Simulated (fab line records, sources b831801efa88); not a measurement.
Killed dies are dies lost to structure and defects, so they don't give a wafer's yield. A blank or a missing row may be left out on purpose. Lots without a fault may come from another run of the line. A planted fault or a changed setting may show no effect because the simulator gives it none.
Which tool did it? | flow gf180mcu | 14 lots, 42 wafers sampled, at 4 steps of a route of 602

WHAT THE GAUGES READ, wafer by wafer
GF_M2_THK_MEAS_06: measures by xrf. Usual: M2_ALCU_THK 442 nm, standard deviation 4.7.
lot  | measured     | on            | M2_ALCU_THK (nm) | flag
L674 | day 18 09:44 | film_metro-04 | 447 440 443      |
L677 | day 19 18:03 | film_metro-03 | 444 450 447      |
L678 | day 20 00:26 | film_metro-03 | 445 449 449      |
L679 | day 20 13:41 | film_metro-01 | 439 441 442      |
L680 | day 20 17:16 | film_metro-01 | 446 444 445      |
L681 | day 20 21:38 | film_metro-03 | 441 440 445      |
L682 | day 21 02:30 | film_metro-04 | 438 440 441      |
L690 | day 24 01:34 | film_metro-03 | 438 440 439      |
L691 | day 24 01:54 | film_metro-01 | 445 440 436      |
L692 | day 24 18:50 | film_metro-01 | 443 444 447      |
L693 | day 25 05:08 | film_metro-01 | 445 441 440      |
L694 | day 25 07:25 | film_metro-03 | 434 437 430      |
L696 | day 25 19:17 | film_metro-01 | 434 442 440      |
L697 | day 26 02:37 | film_metro-03 | 443 443 442      |

GF_V2_OVL_MEAS_15. Usual: V2_OVL -2 nm, standard deviation 6.9.
lot  | measured     | on         | V2_OVL (nm) | flag
L674 | day 20 11:37 | overlay-02 | -7 1 -16    |
L677 | day 21 19:38 | overlay-01 | -14 2 -6    |
L678 | day 22 01:55 | overlay-01 | -24 6 -2    |
L679 | day 22 13:01 | overlay-01 | 6 -4 0      |
L680 | day 22 17:48 | overlay-02 | 0 -1 3      |
L681 | day 22 22:10 | overlay-02 | -8 3 3      |
L682 | day 23 03:01 | overlay-01 | -6 -8 -14   |
L690 | day 25 22:24 | overlay-02 | -16 -10 0   |
L691 | day 25 23:03 | overlay-02 | -3 1 1      |
L692 | day 26 15:05 | overlay-02 | 7 11 9      |
L693 | day 27 00:23 | overlay-01 | 5 -5 3      |
L694 | day 27 02:29 | overlay-01 | -7 -12 7    |
L696 | day 27 13:58 | overlay-02 | -3 10 -1    |
L697 | day 27 20:26 | overlay-01 | 17 5 7      |

GF_M3_THK_MEAS_06: measures by xrf. Usual: M3_ALCU_THK 442 nm, standard deviation 4.8.
lot  | measured     | on            | M3_ALCU_THK (nm) | flag
L674 | day 20 14:15 | film_metro-02 | 448 445 449      |
L677 | day 21 21:22 | film_metro-02 | 432 438 437      |
L678 | day 22 03:40 | film_metro-02 | 438 435 437      |
L679 | day 22 14:47 | film_metro-01 | 448 448 445      |
L680 | day 22 19:32 | film_metro-02 | 437 431 440      |
L681 | day 22 23:55 | film_metro-01 | 443 447 444      |
L682 | day 23 04:45 | film_metro-02 | 438 440 437      |
L690 | day 26 00:10 | film_metro-03 | 441 444 442      |
L691 | day 26 00:50 | film_metro-01 | 442 445 445      |
L692 | day 26 16:50 | film_metro-01 | 442 440 440      |
L693 | day 27 02:09 | film_metro-03 | 441 441 445      |
L694 | day 27 04:14 | film_metro-03 | 451 448 450      |
L696 | day 27 15:42 | film_metro-03 | 441 443 441      |
L697 | day 27 22:13 | film_metro-03 | 447 445 451      |

WHICH TOOL RAN EACH LOT (tool, then ch and the chambers of the sampled wafers, then the start)
lot  | GF_V2_STRIP_19
L674 | wet_bench-03 ch 2, day 20 11:53
L677 | wet_bench-03 ch 2, day 21 19:55
L678 | wet_bench-04 ch 3, day 22 02:10
L679 | wet_bench-02 ch 0, day 22 13:16
L680 | wet_bench-02 ch 1, day 22 18:04
L681 | wet_bench-04 ch 1, day 22 22:25
L682 | wet_bench-04 ch 1, day 23 03:16
L690 | wet_bench-03 ch 2, day 25 22:40
L691 | wet_bench-04 ch 0, day 25 23:19
L692 | wet_bench-04 ch 1, day 26 15:22
L693 | wet_bench-03 ch 0, day 27 00:39
L694 | wet_bench-02 ch 1, day 27 02:45
L696 | wet_bench-04 ch 0, day 27 14:14
L697 | wet_bench-03 ch 3, day 27 20:41
- GF_V2_STRIP_19: strips in post etch residue remover, time 1200 s.

WHAT THE TOOLS THEMSELVES READ (means of the sampled wafers that have a number; where no wafer has one, the mark that the record gives instead)
GF_V2_STRIP_19. Usual: bath_guard_temp_C 72.6 C, standard deviation 0.39; bath_heat_duty_pct 13.5 %, standard deviation 1.4.
lot  | tool         | bath_guard_temp_C (C) | bath_heat_duty_pct (%) | flag
L674 | wet_bench-03 | 72.5                  | 12.7                   |
L677 | wet_bench-03 | 72.3                  | 13.0                   |
L678 | wet_bench-04 | 72.9                  | 14.2                   |
L679 | wet_bench-02 | 72.6                  | 15.5                   |
L680 | wet_bench-02 | -                     | -                      | OFF
L681 | wet_bench-04 | -                     | -                      | OFF
L682 | wet_bench-04 | 72.1                  | 14.2                   |
L690 | wet_bench-03 | 72.6                  | 12.5                   |
L691 | wet_bench-04 | 73.3                  | 11.3                   |
L692 | wet_bench-04 | 72.1                  | 12.5                   |
L693 | wet_bench-03 | 73.2                  | 16.2                   |
L694 | wet_bench-02 | 72.5                  | 14.4                   |
L696 | wet_bench-04 | 73.0                  | 11.7                   |
L697 | wet_bench-03 | 72.5                  | 14.4                   |

THE ANSWER, worked out from the rows above alone
Rule: a lot is off if the mean of its wafers that have a number lies more than 3 standard deviations from the usual mean. A lot without any number at a reading at which 4 lots or more have one is off too. The other lots that the step has rows for count as sound. The gauges are gone through in route order, then the tools' own readings, and for those a lot's mean is taken as printed above. The first step at which some lot is off is used, and at that step the reading that is off furthest; a lot without a number counts as furthest.
Off: L680, L681, at GF_V2_STRIP_19 (bath_guard_temp_C). Without a number there: L680, L681.
A tool fits if, at that step or a process step before it, it ran every lot that is off, and no sound lot after the first of them. None of those tried fits.

WHAT THE SIMULATOR HAD PUT IN
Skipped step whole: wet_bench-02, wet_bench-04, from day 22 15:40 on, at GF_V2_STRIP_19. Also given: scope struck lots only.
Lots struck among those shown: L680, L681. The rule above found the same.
